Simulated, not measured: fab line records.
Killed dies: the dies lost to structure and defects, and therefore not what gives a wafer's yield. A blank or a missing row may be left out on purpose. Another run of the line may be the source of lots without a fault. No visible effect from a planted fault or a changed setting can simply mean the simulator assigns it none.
A lot that was struck, set against a sound lot -- flow sky130 -- 32 out of 708 route steps
Sound: wafers L328.1, L328.3, L328.4. Struck: wafer L330.6 (left out: L330.4, L330.5 of the same lot, which were not struck); the cause appears at the end.
For every step that has rows: the tool of each side, followed by ch and its chambers, followed by its first start. Under that, the readings that differ: sound wafers -- struck wafers -- difference of the means -- sigmas: that difference in standard deviations of wafers without a fault.
alike: a reading whose means differ by less than 2 such deviations, as well as words and numbers matching on both sides. not compared: withheld readings; readings where some wafer has no value; bounds like >300 that might hide an equal value; numbers whose values overlap and for which the record gives no deviation.
Wherever a step has rows on one side only, a row that says differs or no value, or a row with sigmas, the two part there. Numbers that don't overlap but have no deviation are shown without sigmas and don't part them. Lack of a reading on every wafer of one side parts them only where that side has two or more wafers.

first, 3 steps without rows for these wafers: SKY_VIA1_STRIP_17 (strips in post etch residue remover, time 1200 s); SKY_VIA1_CLEAN_18 (cleans in IPA, time 180 s); SKY_VIA1_CLEAN_19 (cleans in O3/DIW).
SKY_VIA1_SPUTTER_20: material TiN, target thk 20 nm, time 80 s.
  struck on pvd sputter-03, day 36 17:22; sound on pvd sputter-04, day 35 10:22
reading,sound,struck,difference,sigmas
throttle valve pct (%),30.0 31.1 29.5,26.7,-3.5,-4
SKY_VIA1_CVD_21: deposits W, target thk 270 nm, time 80.902 s.
  sound on cvd w-01 ch 0,1, day 35 10:26; struck on cvd w-02 ch 0, day 36 17:28
  alike: heater power w
SKY_VIA1_RS_MEAS_22: the measuring method here is four-point-probe.
  struck on film metro-03, day 36 17:35; sound on film metro-02, day 35 10:32
  alike: VIA1_W_RS
SKY_VIA1_THK_MEAS_23: measures by xrf.
  struck on film metro-03, day 36 17:40; sound on film metro-02, day 35 10:39
  alike: VIA1_W_THK
SKY_VIA1_CMP_24: polishes, stops on SiO2, t overpolish 15 s, target thk 0 nm.
  sound on cmp-01 ch 0,1,2, day 35 10:43; struck on cmp-02 ch 2, day 36 17:55
  alike: motor current A, overpolish run s, slurry flow ml min, time to endpoint s
SKY_METAL2_SPUTTER_00: material Ti, target thk 15 nm, time 10 s.
  struck on pvd sputter-02, day 36 18:04; sound on pvd sputter-02, day 35 11:01
  alike: throttle valve pct
then, 1 step without rows for these wafers: SKY_METAL2_SPUTTER_01 (material TiN, target thk 20 nm, time 16.7 s).
SKY_METAL2_SPUTTER_02: material AlCu, target thk 250 nm, time 13.3 s.
  struck on pvd sputter-02, day 36 18:06; sound on pvd sputter-02, day 35 11:04
  alike: throttle valve pct
then, 1 step without rows for these wafers: SKY_METAL2_SPUTTER_03 (material Ti, target thk 5 nm, time 3.3 s).
SKY_METAL2_SPUTTER_04: material TiN, target thk 70 nm, time 58.3 s.
  struck on pvd sputter-02, day 36 18:09; sound on pvd sputter-02, day 35 11:06
reading,sound,struck,difference,sigmas
model.TiN_of_METAL2_SPUTTER_04.thk nm (nm),70.35 71.08 70.09,75.41,+4.90,
  alike: throttle valve pct
SKY_METAL2_RS_MEAS_05: the measuring method here is four-point-probe.
  struck on film metro-01, day 36 18:16; sound on film metro-03, day 35 11:09
  alike: METAL2_ALCU_RS
SKY_METAL2_THK_MEAS_06: measures by xrf.
  struck on film metro-01, day 36 18:21; sound on film metro-03, day 35 11:16
  alike: METAL2_ALCU_THK
then, 8 steps without rows for these wafers: SKY_METAL2_DEHYDRATE_07 (time 60 s); SKY_METAL2_HMDS_08 (prime time 60 s); SKY_METAL2_COAT_09 (resist thk 60 nm); SKY_METAL2_COAT_10 (resist thk 450 nm); SKY_METAL2_SOFTBAKE_11 (time 90 s); SKY_METAL2_EXPOSE_12 (exposes mask MM2, target cd 140 nm); SKY_METAL2_PEB_13; SKY_METAL2_DEVELOP_14 (develop time 60 s).
SKY_METAL2_CD_MEAS_15: the cd target is 140 nm.
  struck on cd sem-02, day 37 19:55; sound on cd sem-02, day 36 13:36
  alike: cd nm
SKY_METAL2_OVL_MEAS_16:
  struck on overlay-02, day 37 19:59; sound on overlay-02, day 36 13:43
  alike: METAL2_OVL
then, 4 steps without rows for these wafers: SKY_METAL2_DESCUM_17 (chemistry O2, time 8 s); SKY_METAL2_ETCH_18 (etches BARC in N2/H2, stops on SiO2, time 45.9 s, target depth 60 nm); SKY_METAL2_METAL_ETCH_19 (etches the open film in Cl2/BCl3, stops on SiO2, target depth 360 nm, time 78 s); SKY_METAL2_STRIP_20 (strips in O2/N2).
SKY_METAL2_STRIP_21: strips in post etch residue remover, time 1200 s.
  sound on wet bench-01 ch 0, day 36 14:09; struck on wet bench-02 ch 1, day 37 20:17
reading,sound,struck,difference,sigmas
model.TiN_of_METAL2_SPUTTER_04.thk nm (nm),69.94 70.67 69.67,74.99,+4.90,
  alike: temp c
then, 2 steps without rows for these wafers: SKY_METAL2_CLEAN_22 (cleans in IPA, time 180 s); SKY_PAD_OPEN_PROBE_99.

WHERE THEY PART
Within this record, at SKY_VIA1_SPUTTER_20 only. Later steps at which nothing parts them and some readings are alike: SKY_VIA1_CVD_21, SKY_VIA1_RS_MEAS_22, SKY_VIA1_THK_MEAS_23, SKY_VIA1_CMP_24, SKY_METAL2_SPUTTER_00, SKY_METAL2_SPUTTER_02, SKY_METAL2_SPUTTER_04, SKY_METAL2_RS_MEAS_05, SKY_METAL2_THK_MEAS_06, SKY_METAL2_CD_MEAS_15, SKY_METAL2_OVL_MEAS_16, SKY_METAL2_STRIP_21.

WHY: the cause the simulator had injected
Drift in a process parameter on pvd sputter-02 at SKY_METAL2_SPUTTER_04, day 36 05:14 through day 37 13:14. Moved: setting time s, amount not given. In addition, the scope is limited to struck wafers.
